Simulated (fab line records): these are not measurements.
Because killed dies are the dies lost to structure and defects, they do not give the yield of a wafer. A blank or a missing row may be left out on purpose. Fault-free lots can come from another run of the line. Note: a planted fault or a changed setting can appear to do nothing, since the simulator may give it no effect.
Commonality check across tools | flow sky130 | Sampled: 13 lots, 39 wafers

== REASON IT WAS OPENED ==
At SKY_PWDE_TW_MEAS_10 the reading PWDE_TW is flagged on 1 of 13 lots. Fault-free wafers read 379, with a standard deviation of 3.9.
Rule: a lot is flagged when every wafer of it that has a number lies more than 4 standard deviations from that mean, or none has a number. All remaining lots are regarded as sound.

lot  | measured    | on            | PWDE_TW, wafer by wafer | flag
L336 | day 3 22:00 | film-metro-04 | 381 383 382             |
L337 | day 3 23:41 | film-metro-04 | 383 383 382             |
L342 | day 5 06:08 | film-metro-04 | 383 382 382             |
L343 | day 5 15:05 | film-metro-04 | 31 31 31                | FLAGGED
L344 | day 5 18:09 | film-metro-04 | 383 382 383             |
L345 | day 6 00:12 | film-metro-01 | 376 376 377             |
L353 | day 7 19:42 | film-metro-01 | 377 375 376             |
L354 | day 8 00:49 | film-metro-01 | 375 376 378             |
L355 | day 8 05:46 | film-metro-04 | 382 382 384             |
L356 | day 8 13:09 | film-metro-02 | 374 375 371             |
L357 | day 8 18:55 | film-metro-04 | 384 382 383             |
L359 | day 9 06:43 | film-metro-04 | 382 383 383             |
L358 | day 9 07:02 | film-metro-01 | 377 377 377             |
The mean of the flagged lots' numbers is 31, -348 from the usual (-89 standard deviations).

== TOOL THAT RAN EACH LOT ==
The record keeps 1 process step preceding the reading, out of 708 steps on the route. In each cell: the tool, then ch and the chambers that the sampled wafers went through, then the start.
lot  | flag    | SKY_PWDE_EXPOSE_04
L336 |         | iline-stepper-01 ch 0, day 3 13:55
L337 |         | iline-stepper-02 ch 0, day 3 15:53
L342 |         | iline-stepper-01 ch 0, day 4 21:56
L343 | FLAGGED | iline-stepper-01 ch 0, day 5 06:09
L344 |         | iline-stepper-01 ch 0, day 5 09:21
L345 |         | iline-stepper-01 ch 0, day 5 14:52
L353 |         | iline-stepper-01 ch 0, day 7 10:19
L354 |         | iline-stepper-01 ch 0, day 7 15:35
L355 |         | iline-stepper-02 ch 0, day 7 19:29
L356 |         | iline-stepper-02 ch 0, day 8 02:58
L357 |         | iline-stepper-02 ch 0, day 8 08:51
L359 |         | iline-stepper-01 ch 0, day 8 19:47
L358 |         | iline-stepper-01 ch 0, day 8 20:17
These steps, and what they do:
- SKY_PWDE_EXPOSE_04: exposes mask PWDEM, target cd 840 nm.
- SKY_PWDE_TW_MEAS_10

== FLAGGED OVER TOTAL, TOOL BY TOOL (the gauges that took the reading come last) ==
step                | tool             | lots run | flagged | share of the flagged lots | sound lots run after its first flagged lot
SKY_PWDE_EXPOSE_04  | iline-stepper-01 | 9        | 1       | all                       | 6 (L344,L345,L353,L354,L359,L358)
SKY_PWDE_EXPOSE_04  | iline-stepper-02 | 4        | 0       | none                      | -
SKY_PWDE_TW_MEAS_10 | film-metro-01    | 4        | 0       | none                      | -
SKY_PWDE_TW_MEAS_10 | film-metro-02    | 1        | 0       | none                      | -
SKY_PWDE_TW_MEAS_10 | film-metro-04    | 8        | 1       | all                       | 4 (L344,L355,L357,L359)

== WHAT THE TABLE PERMITS ==
iline-stepper-01 at SKY_PWDE_EXPOSE_04 and film-metro-04 at SKY_PWDE_TW_MEAS_10 are the 2 rows of the table that ran each flagged lot.
- iline-stepper-01 at SKY_PWDE_EXPOSE_04: 1 of its 9 lots flagged. Sound lots ran on it after the first flagged one (L344, L345, L353, L354, L359, L358), which a lasting fault on the whole tool wouldn't allow.
- film-metro-04 at SKY_PWDE_TW_MEAS_10: 1 of its 8 lots flagged. Sound lots ran on it after the first flagged one (L344, L355, L357, L359), which a lasting fault on the whole tool wouldn't allow.
There is no row in the table that ran each flagged lot and no sound lot after the first.

== WHAT THE SIMULATOR PUT IN ==
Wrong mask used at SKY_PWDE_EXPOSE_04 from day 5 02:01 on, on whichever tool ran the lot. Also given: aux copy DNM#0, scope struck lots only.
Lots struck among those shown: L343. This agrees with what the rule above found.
